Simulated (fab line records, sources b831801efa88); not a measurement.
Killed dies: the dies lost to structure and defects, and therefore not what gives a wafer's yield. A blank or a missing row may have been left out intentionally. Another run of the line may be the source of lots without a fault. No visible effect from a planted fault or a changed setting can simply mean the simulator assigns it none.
Which tool did it? / flow gf180mcu / 72 wafers from 24 lots sampled at 5 of the route's 602 steps

WHAT EACH GAUGE READ, for each wafer
GF_CONTACT_THK_MEAS_03.
lot=L074; measured=day 15 04:52; on=film-metro-03; CONTACT_CVD_02_THK (nm)=846 853 851
lot=L075; measured=day 15 11:53; on=film-metro-02; CONTACT_CVD_02_THK (nm)=847 869 864
lot=L076; measured=day 15 20:17; on=film-metro-03; CONTACT_CVD_02_THK (nm)=861 849 861
lot=L077; measured=day 15 23:28; on=film-metro-03; CONTACT_CVD_02_THK (nm)=860 860 864
lot=L078; measured=day 16 09:45; on=film-metro-03; CONTACT_CVD_02_THK (nm)=854 849 859
lot=L079; measured=day 16 17:47; on=film-metro-03; CONTACT_CVD_02_THK (nm)=848 863 858
lot=L080; measured=day 17 01:05; on=film-metro-02; CONTACT_CVD_02_THK (nm)=851 857 872
lot=L081; measured=day 17 13:56; on=film-metro-02; CONTACT_CVD_02_THK (nm)=856 835 859
lot=L082; measured=day 17 20:35; on=film-metro-03; CONTACT_CVD_02_THK (nm)=861 856 852
lot=L083; measured=day 18 05:20; on=film-metro-03; CONTACT_CVD_02_THK (nm)=857 874 864
lot=L084; measured=day 18 14:35; on=film-metro-01; CONTACT_CVD_02_THK (nm)=843 851 860
lot=L085; measured=day 19 02:26; on=film-metro-03; CONTACT_CVD_02_THK (nm)=846 856 864
lot=L086; measured=day 19 09:04; on=film-metro-01; CONTACT_CVD_02_THK (nm)=863 856 872
lot=L087; measured=day 19 12:57; on=film-metro-02; CONTACT_CVD_02_THK (nm)=839 848 850
lot=L088; measured=day 20 07:23; on=film-metro-02; CONTACT_CVD_02_THK (nm)=835 839 862
lot=L089; measured=day 20 20:10; on=film-metro-03; CONTACT_CVD_02_THK (nm)=845 842 856
lot=L090; measured=day 20 23:55; on=film-metro-02; CONTACT_CVD_02_THK (nm)=854 856 875
lot=L091; measured=day 21 18:01; on=film-metro-01; CONTACT_CVD_02_THK (nm)=845 855 855
lot=L092; measured=day 21 23:22; on=film-metro-02; CONTACT_CVD_02_THK (nm)=858 863 869
lot=L093; measured=day 22 11:30; on=film-metro-02; CONTACT_CVD_02_THK (nm)=847 860 851
lot=L095; measured=day 22 13:26; on=film-metro-01; CONTACT_CVD_02_THK (nm)=848 859 869
lot=L094; measured=day 22 14:22; on=film-metro-02; CONTACT_CVD_02_THK (nm)=852 854 856
lot=L096; measured=day 22 23:40; on=film-metro-03; CONTACT_CVD_02_THK (nm)=853 870 872
lot=L097; measured=day 23 09:26; on=film-metro-01; CONTACT_CVD_02_THK (nm)=854 864 863

GF_M3_CD_MEAS_14: target cd 280 nm.
lot=L074; measured=day 21 09:51; on=cd-sem-02; cd-nm (nm)=280.9 280.0 279.7
lot=L075; measured=day 21 16:31; on=cd-sem-01; cd-nm (nm)=279.4 279.4 279.4
lot=L076; measured=day 22 01:53; on=cd-sem-01; cd-nm (nm)=280.0 280.4 280.6
lot=L077; measured=day 22 05:47; on=cd-sem-01; cd-nm (nm)=281.3 280.0 280.6
lot=L078; measured=day 22 14:02; on=cd-sem-02; cd-nm (nm)=280.9 282.5 281.0
lot=L079; measured=day 23 01:22; on=cd-sem-02; cd-nm (nm)=280.1 280.1 279.7
lot=L080; measured=day 23 07:03; on=cd-sem-01; cd-nm (nm)=281.2 281.1 280.9
lot=L081; measured=day 23 18:59; on=cd-sem-02; cd-nm (nm)=280.0 279.9 280.1
lot=L082; measured=day 24 02:09; on=cd-sem-02; cd-nm (nm)=280.3 280.4 280.8
lot=L083; measured=day 24 09:59; on=cd-sem-01; cd-nm (nm)=279.7 280.3 282.4
lot=L084; measured=day 24 18:00; on=cd-sem-01; cd-nm (nm)=280.3 280.2 280.1
lot=L085; measured=day 25 04:20; on=cd-sem-02; cd-nm (nm)=281.1 280.9 280.5
lot=L086; measured=day 25 11:29; on=cd-sem-01; cd-nm (nm)=279.8 279.4 279.0
lot=L087; measured=day 25 15:49; on=cd-sem-01; cd-nm (nm)=281.4 280.6 280.9
lot=L088; measured=day 26 07:40; on=cd-sem-02; cd-nm (nm)=280.3 280.0 280.1
lot=L089; measured=day 26 18:17; on=cd-sem-01; cd-nm (nm)=280.3 280.8 280.6
lot=L090; measured=day 26 22:51; on=cd-sem-01; cd-nm (nm)=279.8 280.2 279.1
lot=L091; measured=day 27 13:25; on=cd-sem-01; cd-nm (nm)=280.1 280.0 280.4
lot=L092; measured=day 27 19:47; on=cd-sem-02; cd-nm (nm)=278.3 278.0 279.1
lot=L093; measured=day 28 03:32; on=cd-sem-02; cd-nm (nm)=279.7 280.5 278.3
lot=L095; measured=day 28 06:56; on=cd-sem-02; cd-nm (nm)=277.6 278.7 277.6
lot=L094; measured=day 28 07:05; on=cd-sem-01; cd-nm (nm)=279.3 279.4 278.9
lot=L096; measured=day 28 16:57; on=cd-sem-01; cd-nm (nm)=280.0 279.7 278.7
lot=L097; measured=day 28 23:36; on=cd-sem-02; cd-nm (nm)=279.2 278.5 279.6

GF_V3_THK_MEAS_03.
lot=L074; measured=day 21 10:52; on=film-metro-03; V3_CVD_02_THK (nm)=837 850 848
lot=L075; measured=day 21 17:32; on=film-metro-03; V3_CVD_02_THK (nm)=816 828 838
lot=L076; measured=day 22 02:54; on=film-metro-04; V3_CVD_02_THK (nm)=833 837 842
lot=L077; measured=day 22 06:48; on=film-metro-04; V3_CVD_02_THK (nm)=841 824 836
lot=L078; measured=day 22 15:03; on=film-metro-03; V3_CVD_02_THK (nm)=815 815 835
lot=L079; measured=day 23 02:26; on=film-metro-01; V3_CVD_02_THK (nm)=823 843 826
lot=L080; measured=day 23 08:06; on=film-metro-04; V3_CVD_02_THK (nm)=822 835 839
lot=L081; measured=day 23 20:01; on=film-metro-03; V3_CVD_02_THK (nm)=831 827 844
lot=L082; measured=day 24 03:12; on=film-metro-01; V3_CVD_02_THK (nm)=830 834 843
lot=L083; measured=day 24 11:00; on=film-metro-03; V3_CVD_02_THK (nm)=838 841 840
lot=L084; measured=day 24 19:01; on=film-metro-03; V3_CVD_02_THK (nm)=828 836 846
lot=L085; measured=day 25 05:23; on=film-metro-04; V3_CVD_02_THK (nm)=838 830 837
lot=L086; measured=day 25 12:32; on=film-metro-04; V3_CVD_02_THK (nm)=823 818 826
lot=L087; measured=day 25 16:52; on=film-metro-04; V3_CVD_02_THK (nm)=825 847 839
lot=L088; measured=day 26 08:43; on=film-metro-04; V3_CVD_02_THK (nm)=814 832 843
lot=L089; measured=day 26 19:18; on=film-metro-01; V3_CVD_02_THK (nm)=805 818 812
lot=L090; measured=day 26 23:51; on=film-metro-01; V3_CVD_02_THK (nm)=822 837 842
lot=L091; measured=day 27 14:26; on=film-metro-03; V3_CVD_02_THK (nm)=828 832 832
lot=L092; measured=day 27 20:49; on=film-metro-03; V3_CVD_02_THK (nm)=843 828 823
lot=L093; measured=day 28 04:53; on=film-metro-01; V3_CVD_02_THK (nm)=817 843 828
lot=L095; measured=day 28 08:02; on=film-metro-03; V3_CVD_02_THK (nm)=843 843 841
lot=L094; measured=day 28 08:06; on=film-metro-04; V3_CVD_02_THK (nm)=822 830 846
lot=L096; measured=day 28 17:57; on=film-metro-03; V3_CVD_02_THK (nm)=826 832 842
lot=L097; measured=day 29 00:37; on=film-metro-04; V3_CVD_02_THK (nm)=827 841 841

WHICH TOOL RAN EACH LOT (tool, then ch and the chambers of the sampled wafers, then the start)
lot=L074; GF_M3_SPUTTER_04=pvd-sputter-01, day 20 09:47; GF_V3_CVD_02=pecvd-04 ch 0,1, day 21 10:47
lot=L075; GF_M3_SPUTTER_04=pvd-sputter-03, day 20 16:44; GF_V3_CVD_02=pecvd-04 ch 0,1,2, day 21 17:28
lot=L076; GF_M3_SPUTTER_04=pvd-sputter-01, day 21 02:25; GF_V3_CVD_02=pecvd-02 ch 0,1, day 22 02:50
lot=L077; GF_M3_SPUTTER_04=pvd-sputter-04, day 21 05:55; GF_V3_CVD_02=pecvd-04 ch 0,1,2, day 22 06:43
lot=L078; GF_M3_SPUTTER_04=pvd-sputter-04, day 21 15:04; GF_V3_CVD_02=pecvd-01 ch 0,1,2, day 22 14:59
lot=L079; GF_M3_SPUTTER_04=pvd-sputter-01, day 22 02:28; GF_V3_CVD_02=pecvd-02 ch 0,1,2, day 23 02:21
lot=L080; GF_M3_SPUTTER_04=pvd-sputter-03, day 22 08:24; GF_V3_CVD_02=pecvd-01 ch 0,1,2, day 23 08:01
lot=L081; GF_M3_SPUTTER_04=pvd-sputter-04, day 22 19:58; GF_V3_CVD_02=pecvd-01 ch 1,2, day 23 19:56
lot=L082; GF_M3_SPUTTER_04=pvd-sputter-01, day 23 03:43; GF_V3_CVD_02=pecvd-04 ch 0,1, day 24 03:07
lot=L083; GF_M3_SPUTTER_04=pvd-sputter-04, day 23 12:34; GF_V3_CVD_02=pecvd-01 ch 0,1,2, day 24 10:56
lot=L084; GF_M3_SPUTTER_04=pvd-sputter-03, day 23 19:50; GF_V3_CVD_02=pecvd-02 ch 1,2, day 24 18:56
lot=L085; GF_M3_SPUTTER_04=pvd-sputter-01, day 24 06:11; GF_V3_CVD_02=pecvd-04 ch 0,1,2, day 25 05:19
lot=L086; GF_M3_SPUTTER_04=pvd-sputter-03, day 24 13:34; GF_V3_CVD_02=pecvd-02 ch 1,2, day 25 12:28
lot=L087; GF_M3_SPUTTER_04=pvd-sputter-01, day 24 17:48; GF_V3_CVD_02=pecvd-02 ch 0,1, day 25 16:46
lot=L088; GF_M3_SPUTTER_04=pvd-sputter-04, day 25 10:18; GF_V3_CVD_02=pecvd-02 ch 0,1,2, day 26 08:39
lot=L089; GF_M3_SPUTTER_04=pvd-sputter-03, day 25 21:06; GF_V3_CVD_02=pecvd-01 ch 1,2, day 26 19:14
lot=L090; GF_M3_SPUTTER_04=pvd-sputter-03, day 26 01:40; GF_V3_CVD_02=pecvd-01 ch 0,1,2, day 26 23:46
lot=L091; GF_M3_SPUTTER_04=pvd-sputter-03, day 26 16:43; GF_V3_CVD_02=pecvd-01 ch 0,1, day 27 14:22
lot=L092; GF_M3_SPUTTER_04=pvd-sputter-01, day 26 23:15; GF_V3_CVD_02=pecvd-02 ch 0,1,2, day 27 20:45
lot=L093; GF_M3_SPUTTER_04=pvd-sputter-01, day 27 07:50; GF_V3_CVD_02=pecvd-04 ch 0,1,2, day 28 04:49
lot=L095; GF_M3_SPUTTER_04=pvd-sputter-01, day 27 10:33; GF_V3_CVD_02=pecvd-02 ch 0,1, day 28 07:58
lot=L094; GF_M3_SPUTTER_04=pvd-sputter-04, day 27 10:56; GF_V3_CVD_02=pecvd-01 ch 0,1,2, day 28 08:02
lot=L096; GF_M3_SPUTTER_04=pvd-sputter-03, day 27 20:46; GF_V3_CVD_02=pecvd-02 ch 0,1, day 28 17:52
lot=L097; GF_M3_SPUTTER_04=pvd-sputter-03, day 28 04:15; GF_V3_CVD_02=pecvd-02 ch 0,2, day 29 00:32
- GF_M3_SPUTTER_04: material TiN, target thk 50 nm, time 41.7 s.
- GF_V3_CVD_02: deposits SiO2 from TEOS, target thk 850 nm, time 93.19 s.

AS READ BY THE TOOLS THEMSELVES (means over the sampled wafers that have a number; for cases with no such wafer, the mark the record gives instead)
GF_M3_SPUTTER_04.
lot=L074; tool=pvd-sputter-01; throttle-valve-pct (%)=30.7
lot=L075; tool=pvd-sputter-03; throttle-valve-pct (%)=29.8
lot=L076; tool=pvd-sputter-01; throttle-valve-pct (%)=30.6
lot=L077; tool=pvd-sputter-04; throttle-valve-pct (%)=31.3
lot=L078; tool=pvd-sputter-04; throttle-valve-pct (%)=30.1
lot=L079; tool=pvd-sputter-01; throttle-valve-pct (%)=30.0
lot=L080; tool=pvd-sputter-03; throttle-valve-pct (%)=29.7
lot=L081; tool=pvd-sputter-04; throttle-valve-pct (%)=30.1
lot=L082; tool=pvd-sputter-01; throttle-valve-pct (%)=30.5
lot=L083; tool=pvd-sputter-04; throttle-valve-pct (%)=30.3
lot=L084; tool=pvd-sputter-03; throttle-valve-pct (%)=29.2
lot=L085; tool=pvd-sputter-01; throttle-valve-pct (%)=30.4
lot=L086; tool=pvd-sputter-03; throttle-valve-pct (%)=29.7
lot=L087; tool=pvd-sputter-01; throttle-valve-pct (%)=30.0
lot=L088; tool=pvd-sputter-04; throttle-valve-pct (%)=30.2
lot=L089; tool=pvd-sputter-03; throttle-valve-pct (%)=29.6
lot=L090; tool=pvd-sputter-03; throttle-valve-pct (%)=30.0
lot=L091; tool=pvd-sputter-03; throttle-valve-pct (%)=29.0
lot=L092; tool=pvd-sputter-01; throttle-valve-pct (%)=30.1
lot=L093; tool=pvd-sputter-01; throttle-valve-pct (%)=30.7
lot=L095; tool=pvd-sputter-01; throttle-valve-pct (%)=30.7
lot=L094; tool=pvd-sputter-04; throttle-valve-pct (%)=30.1
lot=L096; tool=pvd-sputter-03; throttle-valve-pct (%)=28.7
lot=L097; tool=pvd-sputter-03; throttle-valve-pct (%)=30.0

GF_V3_CVD_02.
lot=L074; tool=pecvd-04; heater-power-outer-w (W)=337; heater-power-w (W)=588
lot=L075; tool=pecvd-04; heater-power-outer-w (W)=315; heater-power-w (W)=559
lot=L076; tool=pecvd-02; heater-power-outer-w (W)=379; heater-power-w (W)=648
lot=L077; tool=pecvd-04; heater-power-outer-w (W)=354; heater-power-w (W)=619
lot=L078; tool=pecvd-01; heater-power-outer-w (W)=334; heater-power-w (W)=606
lot=L079; tool=pecvd-02; heater-power-outer-w (W)=418; heater-power-w (W)=728
lot=L080; tool=pecvd-01; heater-power-outer-w (W)=345; heater-power-w (W)=638
lot=L081; tool=pecvd-01; heater-power-outer-w (W)=314; heater-power-w (W)=594
lot=L082; tool=pecvd-04; heater-power-outer-w (W)=336; heater-power-w (W)=556
lot=L083; tool=pecvd-01; heater-power-outer-w (W)=327; heater-power-w (W)=594
lot=L084; tool=pecvd-02; heater-power-outer-w (W)=350; heater-power-w (W)=650
lot=L085; tool=pecvd-04; heater-power-outer-w (W)=340; heater-power-w (W)=588
lot=L086; tool=pecvd-02; heater-power-outer-w (W)=379; heater-power-w (W)=673
lot=L087; tool=pecvd-02; heater-power-outer-w (W)=368; heater-power-w (W)=640
lot=L088; tool=pecvd-02; heater-power-outer-w (W)=366; heater-power-w (W)=653
lot=L089; tool=pecvd-01; heater-power-outer-w (W)=296; heater-power-w (W)=546
lot=L090; tool=pecvd-01; heater-power-outer-w (W)=351; heater-power-w (W)=629
lot=L091; tool=pecvd-01; heater-power-outer-w (W)=369; heater-power-w (W)=662
lot=L092; tool=pecvd-02; heater-power-outer-w (W)=345; heater-power-w (W)=629
lot=L093; tool=pecvd-04; heater-power-outer-w (W)=356; heater-power-w (W)=606
lot=L095; tool=pecvd-02; heater-power-outer-w (W)=401; heater-power-w (W)=674
lot=L094; tool=pecvd-01; heater-power-outer-w (W)=322; heater-power-w (W)=597
lot=L096; tool=pecvd-02; heater-power-outer-w (W)=370; heater-power-w (W)=639
lot=L097; tool=pecvd-02; heater-power-outer-w (W)=377; heater-power-w (W)=694

THE ANSWER, worked out from the rows above alone
Rule: the usual values come from the lots themselves. The widest of any qualifying gaps counts: lots, ordered by their means at a reading, are off when they make up no more than a third of the lots, leave a main group of 4 or more, and stand apart from it by 3 or more times the standard deviation of that group's means. A main group whose means are all the same, to the digits that the tables above print for the reading, isn't used. Also off: a lot with no number at a reading for which 4 or more lots have one. Where the step has rows for the other lots, those lots are counted as sound. Order of review: gauges by route order, followed by the tools' own readings, for which a lot's mean as printed above is used. The first step at which some lot is off is used, and at that step the reading that is off furthest; a lot without a number counts as furthest.
Across all readings shown, no lot is off: no conclusion can be drawn from this.

WHAT HAD BEEN PUT IN BY THE SIMULATOR
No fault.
